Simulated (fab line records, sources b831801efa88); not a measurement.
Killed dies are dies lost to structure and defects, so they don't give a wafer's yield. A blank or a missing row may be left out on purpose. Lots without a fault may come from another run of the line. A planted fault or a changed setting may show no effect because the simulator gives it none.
Which tool did it? | flow sky130 | 11 lots, 33 wafers sampled, at 2 steps of a route of 708

WHAT THE GAUGES READ, wafer by wafer
SKY_FIELD_ISO_THK_MEAS_23. Usual: FIELD_ISO_OXIDATION_01_THK 10.02 nm, standard deviation 0.2.
lot  | measured    | on            | FIELD_ISO_OXIDATION_01_THK (nm) | flag
L711 | day 2 11:18 | film_metro-03 | 9.79 9.89 10.05                 |
L713 | day 2 16:24 | film_metro-01 | 10.29 10.34 10.25               |
L718 | day 3 20:51 | film_metro-01 | 10.10 10.13 10.31               |
L719 | day 4 02:03 | film_metro-04 | 10.22 10.22 10.30               |
L721 | day 4 11:19 | film_metro-03 | 10.52 10.46 10.28               |
L722 | day 4 16:41 | film_metro-04 | 9.68 9.76 9.88                  |
L723 | day 4 23:55 | film_metro-01 | 9.77 9.96 10.02                 |
L724 | day 5 03:48 | film_metro-03 | 9.89 9.83 10.12                 |
L730 | day 6 11:16 | film_metro-01 | 4.27 4.31 4.31                  | OFF
L731 | day 6 13:50 | film_metro-04 | 4.21 4.26 4.35                  | OFF
L734 | day 7 07:02 | film_metro-03 | 4.60 4.55 4.27                  | OFF

WHICH TOOL RAN EACH LOT (tool, then ch and the chambers of the sampled wafers, then the start)
lot  | SKY_FIELD_ISO_OXIDATION_22
L711 | furnace-01 ch 0, day 2 10:08
L713 | furnace-01 ch 0, day 2 15:14
L718 | furnace-02 ch 0, day 3 19:40
L719 | furnace-01 ch 0, day 4 00:53
L721 | furnace-01 ch 0, day 4 10:08
L722 | furnace-02 ch 0, day 4 15:31
L723 | furnace-01 ch 0, day 4 22:44
L724 | furnace-02 ch 0, day 5 02:37
L730 | furnace-01 ch 0, day 6 10:05
L731 | furnace-01 ch 0, day 6 12:40
L734 | furnace-01 ch 0, day 7 05:50
- SKY_FIELD_ISO_OXIDATION_22: stabilise 600 s, purge 300 s, target thk 10 nm.

WHAT THE TOOLS THEMSELVES READ (means of the sampled wafers that have a number; where no wafer has one, the mark that the record gives instead)
SKY_FIELD_ISO_OXIDATION_22. Usual: spike_tc_upper_C 949.6 C, standard deviation 1.2; zone_power_bottom_pct 31 %, standard deviation 4.8.
lot  | tool       | spike_tc_upper_C (C) | zone_power_bottom_pct (%) | flag
L711 | furnace-01 | 949.4                | 35                        |
L713 | furnace-01 | 948.3                | 36                        |
L718 | furnace-02 | 949.4                | 26                        |
L719 | furnace-01 | 948.8                | 35                        |
L721 | furnace-01 | 949.1                | 35                        |
L722 | furnace-02 | 950.0                | 26                        |
L723 | furnace-01 | 949.4                | 35                        |
L724 | furnace-02 | 950.1                | 26                        |
L730 | furnace-01 | 949.2                | 35                        |
L731 | furnace-01 | 948.7                | 35                        |
L734 | furnace-01 | 950.1                | 35                        |

THE ANSWER, worked out from the rows above alone
Rule: a lot is off if the mean of its wafers that have a number lies more than 3 standard deviations from the usual mean. A lot without any number at a reading at which 4 lots or more have one is off too. The other lots that the step has rows for count as sound. The gauges are gone through in route order, then the tools' own readings, and for those a lot's mean is taken as printed above. The first step at which some lot is off is used, and at that step the reading that is off furthest; a lot without a number counts as furthest.
Off: L730, L731, L734, at SKY_FIELD_ISO_THK_MEAS_23 (FIELD_ISO_OXIDATION_01_THK).
A tool fits if, at a process step before that reading, it ran every lot that is off, and no sound lot after the first of them. The gauges at SKY_FIELD_ISO_THK_MEAS_23 are tried like those tools. One fits: furnace-01 at SKY_FIELD_ISO_OXIDATION_22. Its last sound lot is L723 (day 4 22:44), its first lot that is off L730 (day 6 10:05): a fault that began between those two fits.

WHAT THE SIMULATOR HAD PUT IN
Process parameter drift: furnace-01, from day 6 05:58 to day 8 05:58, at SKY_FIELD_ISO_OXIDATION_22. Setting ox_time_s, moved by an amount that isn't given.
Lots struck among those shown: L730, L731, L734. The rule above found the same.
